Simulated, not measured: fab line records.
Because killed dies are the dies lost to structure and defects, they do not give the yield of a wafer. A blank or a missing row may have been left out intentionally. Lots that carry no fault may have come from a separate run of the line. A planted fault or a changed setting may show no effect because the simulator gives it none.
Which tool was responsible? -- flow sky130 -- 14 lots with 42 wafers sampled at 3 steps, on a route of 708 steps

WHAT EACH GAUGE READ, for each wafer
SKY_METAL3_CD_MEAS_13: the cd target is 300 nm.
lot,measured,on,cd-nm (nm)
L864,day 38 20:01,cd-sem-01,298.6 298.3 297.6
L865,day 39 03:59,cd-sem-02,298.4 300.4 299.2
L866,day 39 13:49,cd-sem-02,303.0 302.2 303.2
L867,day 40 04:41,cd-sem-02,303.3 303.5 303.4
L869,day 40 16:17,cd-sem-01,298.8 297.9 298.6
L870,day 41 06:28,cd-sem-01,301.5 300.2 301.1
L871,day 41 13:40,cd-sem-01,303.2 301.9 300.7
L874,day 42 00:50,cd-sem-02,297.9 298.6 300.8
L879,day 43 07:24,cd-sem-01,360.2 359.5 360.1 360.6 359.8 360.1
L878,day 43 08:20,cd-sem-02,299.0 299.9 298.7
L881,day 44 04:49,cd-sem-02,298.5 298.9 299.1
L882,day 44 09:37,cd-sem-02,346.8 348.2 346.5 346.7 347.7 346.3
L886,day 45 07:24,cd-sem-02,301.1 300.0 300.0
L887,day 45 11:43,cd-sem-01,297.5 297.2 299.1

WHICH TOOL RAN EACH LOT (tool, then ch and the chambers of the sampled wafers, then the start)
lot,SKY_CAPM_METAL_ETCH_13,SKY_METAL3_EXPOSE_10
L864,"rie-metal-02 ch 0,1, day 37 17:53","krf-scanner-02 ch 0, day 38 07:32"
L865,"rie-metal-01 ch 0, day 38 01:41","krf-scanner-01 ch 0, day 38 15:05"
L866,"rie-metal-02 ch 0,1, day 38 11:53","krf-scanner-01 ch 0, day 39 01:53"
L867,"rie-metal-01 ch 0,1, day 39 02:47","krf-scanner-01 ch 0, day 39 15:54"
L869,"rie-metal-02 ch 0, day 39 15:08","krf-scanner-01 ch 0, day 40 04:58"
L870,"rie-metal-01 ch 0,1, day 40 05:53","krf-scanner-02 ch 0, day 40 18:08"
L871,"rie-metal-01 ch 0,1, day 40 12:38","krf-scanner-01 ch 0, day 41 02:14"
L874,"rie-metal-01 ch 0,1, day 40 23:56","krf-scanner-01 ch 0, day 41 12:23"
L879,"rie-metal-01 ch 0,1, day 42 07:05","krf-scanner-02 ch 0, day 42 19:19"
L878,"rie-metal-02 ch 0,1, day 42 08:29","krf-scanner-01 ch 0, day 42 20:58"
L881,"rie-metal-03 ch 1, day 43 05:29","krf-scanner-01 ch 0, day 43 17:05"
L882,"rie-metal-02 ch 0,1, day 43 10:50","krf-scanner-02 ch 0, day 43 22:34"
L886,"rie-metal-03 ch 0,1, day 44 08:27","krf-scanner-01 ch 0, day 44 20:21"
L887,"rie-metal-02 ch 0,1, day 44 12:59","krf-scanner-01 ch 0, day 45 01:10"
- SKY_CAPM_METAL_ETCH_13: etches TiN in Cl2/BCl3, stops on SiO2, target depth 220 nm, time 62.9 s.
- SKY_METAL3_EXPOSE_10: exposes mask MM3, target cd 300 nm.

WHAT THE TOOLS THEMSELVES READ (means of the sampled wafers that have a number; where no wafer has one, the mark that the record gives instead)
SKY_CAPM_METAL_ETCH_13.
lot,tool,drypump-motor-current-A (A),oes-product-au (a.u.),throttle-valve-pct (%)
L864,rie-metal-02,5.3,0.940,21.901
L865,rie-metal-01,6.5,0.932,21.906
L866,rie-metal-02,5.3,0.937,21.905
L867,rie-metal-01,6.3,0.948,21.909
L869,rie-metal-02,4.7,0.937,21.910
L870,rie-metal-01,6.0,0.943,21.904
L871,rie-metal-01,6.0,0.932,21.914
L874,rie-metal-01,6.2,0.946,21.901
L879,rie-metal-01,6.2,0.947,21.905
L878,rie-metal-02,5.3,0.941,21.902
L881,rie-metal-03,6.2,0.937,21.910
L882,rie-metal-02,5.3,0.946,21.896
L886,rie-metal-03,6.0,0.942,21.899
L887,rie-metal-02,5.9,0.935,21.904

SKY_METAL3_EXPOSE_10.
lot,tool,exposure-dose-mJ-cm2
L864,krf-scanner-02,27.96
L865,krf-scanner-01,27.93
L866,krf-scanner-01,27.93
L867,krf-scanner-01,27.89
L869,krf-scanner-01,27.94
L870,krf-scanner-02,27.99
L871,krf-scanner-01,27.94
L874,krf-scanner-01,27.93
L879,krf-scanner-02,19.72
L878,krf-scanner-01,27.92
L881,krf-scanner-01,27.89
L882,krf-scanner-02,21.41
L886,krf-scanner-01,27.95
L887,krf-scanner-01,27.89

THE ANSWER, worked out from the rows above alone
Rule: what is usual is taken from the lots themselves. The widest of any qualifying gaps counts: lots, ordered by their means at a reading, are off when they make up no more than a third of the lots, leave a main group of 4 or more, and stand apart from it by 3 or more times the standard deviation of that group's means. A main group whose means are all the same, to the digits that the tables above print for the reading, isn't used. Also off: a lot with no number at a reading for which 4 or more lots have one. The other lots that the step has rows for count as sound. After the gauges, taken in route order, come the tools' own readings; for these a lot's mean is taken, as printed above. The first step at which some lot is off is used, and at that step the reading that is off furthest; a lot without a number counts as furthest.
Off at SKY_METAL3_CD_MEAS_13 (cd-nm): L879, L882. The main group: mean 300.0 nm, standard deviation 1.8.
If a tool, at a process step before that reading, ran all the lots that are off and no sound lot after the first of them, it fits. Not tried: the gauges at SKY_METAL3_CD_MEAS_13; whatever is off there is also off at SKY_METAL3_EXPOSE_10, on other tools, and gauge error can't account for it. One fits: SKY_METAL3_EXPOSE_10 on krf-scanner-02. A fault onset in the window from L870 (day 40 18:08, its last sound lot) to L879 (day 42 19:19, its first lot off) fits.
On the lots that are off, the tool's own readings at SKY_METAL3_EXPOSE_10 differ by more than 5 times the standard deviation of the sound lots' means, which bears it out; exposure-dose-mJ-cm2 reads 20.56 there versus 27.93 on the sound lots.

WHAT THE SIMULATOR PUT IN
Process parameter drift: krf-scanner-02, from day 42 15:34 on, at SKY_METAL3_EXPOSE_10. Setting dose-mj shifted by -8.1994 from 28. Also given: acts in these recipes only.
Struck lots among those shown: L879, L882. This agrees with what the rule above found.
